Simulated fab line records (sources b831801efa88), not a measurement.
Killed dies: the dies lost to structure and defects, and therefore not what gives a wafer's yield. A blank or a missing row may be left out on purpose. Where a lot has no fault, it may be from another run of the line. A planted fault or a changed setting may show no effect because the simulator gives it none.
A lot that was struck, set against a sound lot :: flow sky130 :: 18 steps out of a route of 708
Sound: the wafers L613.1, L613.2, L613.4. The struck wafers were L617.3, L617.4, L617.6. The cause comes at the end.
Per side, at each step with rows, come the tool, then ch with its chambers, and then its first start. Under that, the readings that differ: sound wafers :: struck wafers :: difference of the means :: sigmas: that difference in standard deviations of wafers without a fault.
alike: readings with means less than 2 such deviations apart, plus words and numbers identical on both sides. not compared: withheld readings, readings lacking a value on some wafer, bounds such as >300 that could conceal the same value, and numbers that have no deviation in the record and whose values overlap.
Wherever a step has rows on one side only, a row that says differs or no value, or a row with sigmas, the two part there. Numbers that have no deviation but don't overlap get no sigmas and don't part them. Lack of a reading on every wafer of one side parts them only where that side has two or more wafers.

first, 2 steps without rows for these wafers: SKY_NWELL_PEB_08; SKY_NWELL_DEVELOP_09 (develop time 60 s).
SKY_NWELL_OVL_MEAS_10:
  sound on overlay-02 at day 4 23:28; struck on overlay-01 at day 5 21:40
  alike: NWELL_00_OVL
then, 3 steps without rows for these wafers: SKY_NWELL_IMPLANT_11; SKY_NWELL_IMPLANT_12; SKY_NWELL_IMPLANT_13.
SKY_NWELL_STRIP_14: strips in O2/N2.
  sound on plasmaAsher-04 ch 0,1, day 4 23:57; struck on plasmaAsher-01 ch 0,1, day 5 22:10
  alike: drypumpMotorCurrentA, n2FlowSccm, oesProductAu, stripTimeToEndpointS
  not compared: rfHoursCounterH
SKY_NWELL_TW_MEAS_15:
  sound on filmMetro-01 at day 5 00:03; struck on filmMetro-03 at day 5 22:15
  alike: NWELL_TW
then, 4 steps without rows for these wafers: SKY_NWELL_DEHYDRATE_16 (time 60 s); SKY_NWELL_HMDS_17 (prime time 60 s); SKY_NWELL_COAT_18 (resist thk 3000 nm); SKY_NWELL_SOFTBAKE_19.
SKY_NWELL_EXPOSE_20: exposes mask NWM COMPLEMENT, target cd 840 nm.
  sound on ilineStepper-01 ch 0, day 5 08:40; struck on ilineStepper-01 ch 0, day 6 06:45
reading: model.NWELL.overlayXNm (nm)
sound: 0.01088 0.01088 0.01088
struck: -94.3 -94.3 -94.3
difference: -94.3
sigmas: 
  alike: mask
then, 2 steps without rows for these wafers: SKY_NWELL_PEB_21; SKY_NWELL_DEVELOP_22 (develop time 60 s).
SKY_NWELL_OVL_MEAS_23:
  sound on overlay-01 at day 5 18:06; struck on overlay-02 at day 6 15:49
reading: NWELL_01_OVL (nm)
sound: 1.8 1.7 0.8
struck: -92.2 -92.9 -92.8
difference: -94.1
sigmas: -67
after that, 1 step had no rows for these wafers: SKY_NWELL_IMPLANT_24.
-- the record jumps here: 41 days lie between the struck wafers' starts before and after (it left off in module NWELL and takes up again in module PAD_OPEN, whose first step shown is number 708 of the route) --
SKY_PAD_OPEN_PROBE_99:
  sound on prober-02 at day 46 12:00; struck on prober-01 at day 47 17:49
reading: model.etest.pfet_16v.rOnOhmUm
sound: 1.564e+04 1.542e+04 1.531e+04
struck: 1.418e+04 1.424e+04 1.411e+04
difference: -1.280e+03
sigmas: 

reading: model.etest.nfet_16v.rOnOhmUm
sound: 1.439e+04 1.436e+04 1.429e+04
struck: 1.315e+04 1.313e+04 1.308e+04
difference: -1.227e+03
sigmas: 

reading: model.etest.pfet_16v.driveUaUm
sound: 239.4 240.6 244.3
struck: 268 268.2 270.2
difference: +27
sigmas: 

reading: model.etest.nfet_16v.driveUaUm
sound: 212.1 213.3 218.2
struck: 233 234.2 235.1
difference: +20
sigmas: 
  alike: killed_at_M0_to_M3, killed_at_M4_up, killedAtContacts, killedAtFrontEnd, killedAtOther, killedDies, killedOpen, killedShort

== WHERE THEY PART ==
Within this record, at SKY_NWELL_OVL_MEAS_23 only. Later steps at which nothing parts them and some readings are alike: SKY_PAD_OPEN_PROBE_99.

WHY: whatever the simulator had introduced
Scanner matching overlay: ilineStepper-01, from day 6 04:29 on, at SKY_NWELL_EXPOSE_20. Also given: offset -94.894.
